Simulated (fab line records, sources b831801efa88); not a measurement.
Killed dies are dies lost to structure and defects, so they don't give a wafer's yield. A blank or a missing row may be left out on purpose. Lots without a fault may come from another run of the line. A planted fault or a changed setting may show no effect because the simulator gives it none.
Which tool did it? | flow sky130 | 13 lots, 39 wafers sampled, at 5 steps of a route of 708

WHAT THE GAUGES READ, wafer by wafer
SKY_PWDE_OVL_MEAS_07. Usual: PWDE_OVL 0.0 nm, standard deviation 1.1.
lot  | measured    | on         | PWDE_OVL (nm)  | flag
L770 | day 3 20:36 | overlay-01 | 1.9 1.9 1.1    |
L771 | day 4 05:26 | overlay-02 | 0.8 -0.3 1.2   |
L772 | day 4 19:01 | overlay-01 | -1.2 0.2 -0.3  |
L775 | day 5 03:35 | overlay-02 | -2.7 -1.4 -1.2 |
L778 | day 6 00:00 | overlay-02 | 0.9 0.5 -1.0   |
L782 | day 6 17:59 | overlay-02 | 0.2 1.6 1.1    |
L785 | day 7 15:14 | overlay-02 | 0.6 1.1 0.9    |
L786 | day 7 21:29 | overlay-02 | 0.6 0.3 -1.6   |
L787 | day 8 04:27 | overlay-01 | 1.8 1.4 0.3    |
L788 | day 8 09:38 | overlay-02 | -0.4 -0.7 -0.7 |
L789 | day 8 12:43 | overlay-01 | 0.8 1.2 -0.1   |
L790 | day 8 20:20 | overlay-01 | -2.4 -0.6 0.1  |
L792 | day 9 05:53 | overlay-02 | 1.3 0.0 -0.5   |

SKY_NWELL_TW_MEAS_26. Usual: NWELL_2_TW 492, standard deviation 4.8.
lot  | measured     | on            | NWELL_2_TW  | flag
L770 | day 5 08:04  | film_metro-04 | 495 497 497 |
L771 | day 5 17:55  | film_metro-04 | 497 496 499 |
L772 | day 6 09:39  | film_metro-03 | 485 488 484 |
L775 | day 6 18:04  | film_metro-03 | 487 486 484 |
L778 | day 7 14:20  | film_metro-03 | 489 490 493 |
L782 | day 8 11:23  | film_metro-04 | 496 494 496 |
L785 | day 9 09:14  | film_metro-01 | 797 801 796 | OFF
L786 | day 9 16:18  | film_metro-01 | 490 488 488 |
L787 | day 10 00:02 | film_metro-04 | 806 806 803 | OFF
L788 | day 10 05:25 | film_metro-03 | 794 787 792 | OFF
L789 | day 10 09:18 | film_metro-03 | 487 488 488 |
L790 | day 10 17:16 | film_metro-01 | 496 493 493 |
L792 | day 11 03:46 | film_metro-04 | 498 495 496 |

SKY_NWELL_RS_MEAS_29: measures by four-point-probe. Usual: NWELL_RS 624.4 ohm/sq, standard deviation 1.7.
lot  | measured     | on            | NWELL_RS (ohm/sq) | flag
L770 | day 5 08:17  | film_metro-03 | 623.9 626.0 626.7 |
L771 | day 5 18:08  | film_metro-01 | 623.6 621.5 622.5 |
L772 | day 6 09:53  | film_metro-04 | 623.4 622.6 622.0 |
L775 | day 6 18:17  | film_metro-01 | 623.3 625.1 623.4 |
L778 | day 7 14:33  | film_metro-01 | 623.7 622.6 622.9 |
L782 | day 8 11:36  | film_metro-01 | 623.8 624.6 626.5 |
L785 | day 9 09:28  | film_metro-01 | 622.3 620.7 623.8 |
L786 | day 9 16:31  | film_metro-03 | 626.2 626.5 626.3 |
L787 | day 10 00:24 | film_metro-01 | 622.9 624.1 620.2 |
L788 | day 10 05:41 | film_metro-03 | 628.8 628.4 628.8 |
L789 | day 10 09:38 | film_metro-03 | 623.2 624.9 624.8 |
L790 | day 10 17:29 | film_metro-04 | 622.2 622.7 622.8 |
L792 | day 11 03:59 | film_metro-01 | 623.9 624.0 625.1 |

WHICH TOOL RAN EACH LOT (tool, then ch and the chambers of the sampled wafers, then the start)
lot  | SKY_NWELL_IMPLANT_24            | SKY_NWELL_RTA_28
L770 | implanter-02 ch 0, day 5 07:49  | rtp_anneal-01 ch 0, day 5 08:11
L771 | implanter-03 ch 0, day 5 17:40  | rtp_anneal-01 ch 0, day 5 18:02
L772 | implanter-02 ch 0, day 6 09:27  | rtp_anneal-01 ch 0, day 6 09:47
L775 | implanter-02 ch 0, day 6 17:49  | rtp_anneal-02 ch 0, day 6 18:11
L778 | implanter-02 ch 0, day 7 14:05  | rtp_anneal-01 ch 0, day 7 14:27
L782 | implanter-01 ch 0, day 8 11:09  | rtp_anneal-01 ch 0, day 8 11:30
L785 | implanter-02 ch 0, day 9 09:01  | rtp_anneal-01 ch 0, day 9 09:22
L786 | implanter-03 ch 0, day 9 16:04  | rtp_anneal-02 ch 0, day 9 16:25
L787 | implanter-02 ch 0, day 9 23:48  | rtp_anneal-01 ch 0, day 10 00:13
L788 | implanter-02 ch 0, day 10 05:10 | rtp_anneal-01 ch 0, day 10 05:35
L789 | implanter-03 ch 0, day 10 09:05 | rtp_anneal-02 ch 0, day 10 09:28
L790 | implanter-03 ch 0, day 10 17:01 | rtp_anneal-02 ch 0, day 10 17:23
L792 | implanter-03 ch 0, day 11 03:31 | rtp_anneal-02 ch 0, day 11 03:53
- SKY_NWELL_IMPLANT_24
- SKY_NWELL_RTA_28: time 30 s.

WHAT THE TOOLS THEMSELVES READ (means of the sampled wafers that have a number; where no wafer has one, the mark that the record gives instead)
SKY_NWELL_IMPLANT_24. Usual: dose_ions_cm2 9.2e+12, standard deviation 8.9e+09; end_station_pressure_torr 5.05e-06 Torr, standard deviation 2.8e-07; faraday_current_uA 52.0, standard deviation 0.98.
lot  | tool         | dose_ions_cm2 | end_station_pressure_torr (Torr) | faraday_current_uA | flag
L770 | implanter-02 | 9.2e+12       | 5.16e-06                         | 51.5               |
L771 | implanter-03 | 9.2e+12       | 4.75e-06                         | 51.8               |
L772 | implanter-02 | 9.2e+12       | 4.70e-06                         | 52.1               |
L775 | implanter-02 | 9.2e+12       | 5.08e-06                         | 52.5               |
L778 | implanter-02 | 9.2e+12       | 4.96e-06                         | 52.6               |
L782 | implanter-01 | 9.2e+12       | 5.22e-06                         | 52.8               |
L785 | implanter-02 | 4.3e+13       | 5.42e-06                         | 241.7              | OFF
L786 | implanter-03 | 9.2e+12       | 5.06e-06                         | 52.8               |
L787 | implanter-02 | 4.3e+13       | 5.31e-06                         | 240.1              | OFF
L788 | implanter-02 | 4.3e+13       | 5.20e-06                         | 239.6              | OFF
L789 | implanter-03 | 9.2e+12       | 5.08e-06                         | 52.0               |
L790 | implanter-03 | 9.2e+12       | 4.90e-06                         | 52.8               |
L792 | implanter-03 | 9.2e+12       | 5.01e-06                         | 51.9               |

SKY_NWELL_RTA_28. Usual: lamp_power_pct 25.31 %, standard deviation 0.055; wafer_temp_C_max 1054.8, standard deviation 0.97.
lot  | tool          | lamp_power_pct (%) | wafer_temp_C_max | flag
L770 | rtp_anneal-01 | 25.29              | 1054.1           |
L771 | rtp_anneal-01 | 25.29              | 1054.8           |
L772 | rtp_anneal-01 | 25.29              | 1055.1           |
L775 | rtp_anneal-02 | 25.30              | 1054.8           |
L778 | rtp_anneal-01 | 25.34              | 1053.5           |
L782 | rtp_anneal-01 | 25.33              | 1054.9           |
L785 | rtp_anneal-01 | 25.28              | 1054.6           |
L786 | rtp_anneal-02 | 25.36              | 1055.0           |
L787 | rtp_anneal-01 | 25.32              | 1056.4           |
L788 | rtp_anneal-01 | 25.29              | 1054.4           |
L789 | rtp_anneal-02 | 25.37              | 1054.6           |
L790 | rtp_anneal-02 | 25.28              | 1054.7           |
L792 | rtp_anneal-02 | 25.28              | 1054.8           |

THE ANSWER, worked out from the rows above alone
Rule: a lot is off if the mean of its wafers that have a number lies more than 3 standard deviations from the usual mean. A lot without any number at a reading at which 4 lots or more have one is off too. The other lots that the step has rows for count as sound. The gauges are gone through in route order, then the tools' own readings, and for those a lot's mean is taken as printed above. The first step at which some lot is off is used, and at that step the reading that is off furthest; a lot without a number counts as furthest.
Off: L785, L787, L788, at SKY_NWELL_TW_MEAS_26 (NWELL_2_TW).
A tool fits if, at a process step before that reading, it ran every lot that is off, and no sound lot after the first of them. The gauges at SKY_NWELL_TW_MEAS_26 aren't tried: what is off there is off at SKY_NWELL_IMPLANT_24 too, on other tools, and a gauge's error can't cause that. One fits: implanter-02 at SKY_NWELL_IMPLANT_24. Its last sound lot is L778 (day 7 14:05), its first lot that is off L785 (day 9 09:01): a fault that began between those two fits.
The tool's own readings at SKY_NWELL_IMPLANT_24 bear it out: on the lots that are off they differ by more than 5 times the standard deviation of the sound lots' means. dose_ions_cm2 reads 4.3e+13 there against 9.2e+12 on the sound lots; faraday_current_uA reads 240.5 there against 52.3 on the sound lots.

WHAT THE SIMULATOR HAD PUT IN
Process parameter drift: implanter-02, from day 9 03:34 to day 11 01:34, at SKY_NWELL_IMPLANT_24. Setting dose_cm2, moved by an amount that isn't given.
Lots struck among those shown: L785, L787, L788. The rule above found the same.
